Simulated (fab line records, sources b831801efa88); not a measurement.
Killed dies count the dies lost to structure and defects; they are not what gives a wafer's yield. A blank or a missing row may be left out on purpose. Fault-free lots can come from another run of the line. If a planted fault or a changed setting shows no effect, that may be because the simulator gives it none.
Which of the tools did it? || flow gf180mcu || 6 lots with 18 wafers sampled at 3 steps, on a route of 602 steps

## WHAT THE GAUGES SHOWED, per wafer
GF_V1_CD_MEAS_14 targets a cd of 260 nm.
{"lot": "L434", "measured": "day 18 12:24", "on": "cd-sem-01", "cd-nm (nm)": "260.1 260.8 260.2"}
{"lot": "L438", "measured": "day 20 04:32", "on": "cd-sem-02", "cd-nm (nm)": "267.5 267.9 267.7"}
{"lot": "L446", "measured": "day 23 12:31", "on": "cd-sem-02", "cd-nm (nm)": "261.8 261.2 260.2"}
{"lot": "L448", "measured": "day 23 22:29", "on": "cd-sem-01", "cd-nm (nm)": "259.3 260.3 259.2"}
{"lot": "L450", "measured": "day 24 16:19", "on": "cd-sem-02", "cd-nm (nm)": "260.3 260.8 259.6"}
{"lot": "L454", "measured": "day 25 17:50", "on": "cd-sem-02", "cd-nm (nm)": "261.3 260.6 260.5"}

## WHAT TOOL EACH LOT RAN ON (gives the tool, then ch and the chambers of the sampled wafers, and finally the start)
{"lot": "L434", "GF_MVPSD_STRIP_10": "plasma-asher-03 ch 0,1, day 5 07:25", "GF_V1_PEB_12": "litho-track-02 ch 0, day 18 12:04"}
{"lot": "L438", "GF_MVPSD_STRIP_10": "plasma-asher-03 ch 0,1, day 6 09:30", "GF_V1_PEB_12": "litho-track-02 ch 0, day 20 04:11"}
{"lot": "L446", "GF_MVPSD_STRIP_10": "plasma-asher-03 ch 0,1, day 8 07:45", "GF_V1_PEB_12": "litho-track-04 ch 0, day 23 12:11"}
{"lot": "L448", "GF_MVPSD_STRIP_10": "plasma-asher-04 ch 0,1, day 8 19:56", "GF_V1_PEB_12": "litho-track-02 ch 0, day 23 22:08"}
{"lot": "L450", "GF_MVPSD_STRIP_10": "plasma-asher-01 ch 1, day 9 07:38", "GF_V1_PEB_12": "litho-track-03 ch 0, day 24 15:58"}
{"lot": "L454", "GF_MVPSD_STRIP_10": "plasma-asher-01 ch 1, day 10 11:37", "GF_V1_PEB_12": "litho-track-02 ch 0, day 25 17:31"}
- GF_MVPSD_STRIP_10: strips in O2/N2.
- GF_V1_PEB_12: peb time 90 s.

## THE ANSWER, worked out from the rows above alone
Rule: what is usual is taken from the lots themselves. The widest of any qualifying gaps counts: lots, ordered by their means at a reading, are off when they make up no more than a third of the lots, leave a main group of 4 or more, and stand apart from it by 3 or more times the standard deviation of that group's means. The tables above print the reading to a certain number of digits; a main group whose means all agree to those digits is not used. Also off: a lot with no number at a reading for which 4 or more lots have one. All remaining lots with rows at the step are treated as sound.
Off at GF_V1_CD_MEAS_14 (cd-nm): L438. Main group: mean 260.4 nm, sd 0.5.
If a tool, at a process step before that reading, ran all the lots that are off and no sound lot after the first of them, it fits. Gauges at GF_V1_CD_MEAS_14: tried the same way as those tools. Of those tried, none fits.

## WHAT THE SIMULATOR HAD PUT IN
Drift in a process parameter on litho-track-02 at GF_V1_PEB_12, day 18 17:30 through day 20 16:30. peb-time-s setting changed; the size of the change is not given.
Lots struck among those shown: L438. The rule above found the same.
